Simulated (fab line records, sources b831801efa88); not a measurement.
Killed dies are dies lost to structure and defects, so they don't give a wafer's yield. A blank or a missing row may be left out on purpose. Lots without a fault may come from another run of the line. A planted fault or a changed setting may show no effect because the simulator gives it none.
Chamber matching | flow gf180mcu | GF_V2_CMP_26 on cmp-02: 4 sister chambers
The step polishes, stops on SiO2, t overpolish 15 s, target thk 0 nm. 4 wafers are shown with their chamber, then 10 later ones without.

WAFERS WITH THEIR CHAMBER
wafer  | chamber | motor_current_A (A)
L084.2 | 3       | 11.5
L089.4 | 2       | 12.1
L091.2 | 1       | 12.1
L091.3 | 0       | 11.8

WAFERS WITHOUT THEIR CHAMBER
wafer  | motor_current_A (A)
L091.6 | 11.0
L092.1 | 11.9
L092.3 | 12.3
L092.4 | 12.8
L093.1 | 10.6
L093.3 | 11.6
L093.5 | 11.2
L097.3 | 11.6
L097.5 | 11.5
L097.6 | 11.4

WHICH CHAMBER EACH WENT THROUGH
wafer  | from the rows above               | in truth
L091.6 | can't be placed: 3 or 0 or 1 or 2 | 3
L092.1 | can't be placed: 0 or 1 or 2 or 3 | 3
L092.3 | can't be placed: 1 or 2 or 0 or 3 | 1
L092.4 | can't be placed: 1 or 2 or 0 or 3 | 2
L093.1 | can't be placed: 3 or 0 or 1 or 2 | 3
L093.3 | can't be placed: 3 or 0 or 1 or 2 | 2
L093.5 | can't be placed: 3 or 0 or 1 or 2 | 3
L097.3 | can't be placed: 3 or 0 or 1 or 2 | 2
L097.5 | can't be placed: 3 or 0 or 1 or 2 | 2
L097.6 | can't be placed: 3 or 0 or 1 or 2 | 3
Placed correctly: 0 of 10. Can't be placed from these rows: 10 (the true chamber is among the candidates in 10). Placed wrongly: 0.
How it was worked out, from the rows above alone: a wafer's distance from a chamber is the root of the sum, over the readings, of the square of ((its reading less the chamber's mean) divided by the reading's scatter). The wafer belongs to the nearest chamber; if the next one is less than 2 further off, it can't be placed. A chamber's mean is the mean of its shown wafers. The scatter: with one shown wafer a chamber, the root of the mean of the squares of how far each hidden wafer lies from its nearest shown one.
